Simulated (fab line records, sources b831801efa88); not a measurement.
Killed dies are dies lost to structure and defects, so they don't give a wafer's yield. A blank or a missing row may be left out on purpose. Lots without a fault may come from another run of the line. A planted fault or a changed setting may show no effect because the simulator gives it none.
Which tool did it? | flow sky130 | 6 lots, 18 wafers sampled, at 2 steps of a route of 708

WHAT THE GAUGES READ, wafer by wafer
SKY_VT_ADJUST_LVTN_TW_MEAS_21.
lot  | measured     | on            | VT_ADJUST_LVTN_2_TW
L866 | day 8 07:22  | film_metro-04 | 188.5 189.4 190.3
L869 | day 8 19:42  | film_metro-02 | 188.7 188.4 188.1
L872 | day 9 20:41  | film_metro-01 | 191.6 190.9 190.6
L877 | day 11 04:22 | film_metro-02 | 141.7 141.9 141.3
L885 | day 13 12:31 | film_metro-01 | 190.3 189.8 190.5
L888 | day 14 12:39 | film_metro-02 | 186.5 187.2 188.5

WHICH TOOL RAN EACH LOT (tool, then ch and the chambers of the sampled wafers, then the start)
lot  | SKY_VT_ADJUST_LVTN_IMPLANT_19
L866 | implanter-03 ch 0, day 8 07:07
L869 | implanter-01 ch 0, day 8 19:27
L872 | implanter-01 ch 0, day 9 20:26
L877 | implanter-03 ch 0, day 11 04:08
L885 | implanter-01 ch 0, day 13 12:16
L888 | implanter-03 ch 0, day 14 12:25
- SKY_VT_ADJUST_LVTN_IMPLANT_19

THE ANSWER, worked out from the rows above alone
Rule: what is usual is taken from the lots themselves. Put in order of their means at a reading, lots are off if they are a third of the lots or fewer, leave a main group of 4 or more, and stand apart from it by a gap of 3 or more times the standard deviation of the main group's means; of several such gaps the widest counts. A main group whose means are all the same, to the digits that the tables above print for the reading, isn't used. A lot without any number at a reading at which 4 lots or more have one is off too. The other lots that the step has rows for count as sound.
Off: L877, at SKY_VT_ADJUST_LVTN_TW_MEAS_21 (VT_ADJUST_LVTN_2_TW). The main group: mean 189.3, standard deviation 1.3.
A tool fits if, at a process step before that reading, it ran every lot that is off, and no sound lot after the first of them. The gauges at SKY_VT_ADJUST_LVTN_TW_MEAS_21 are tried like those tools. None of those tried fits.

WHAT THE SIMULATOR HAD PUT IN
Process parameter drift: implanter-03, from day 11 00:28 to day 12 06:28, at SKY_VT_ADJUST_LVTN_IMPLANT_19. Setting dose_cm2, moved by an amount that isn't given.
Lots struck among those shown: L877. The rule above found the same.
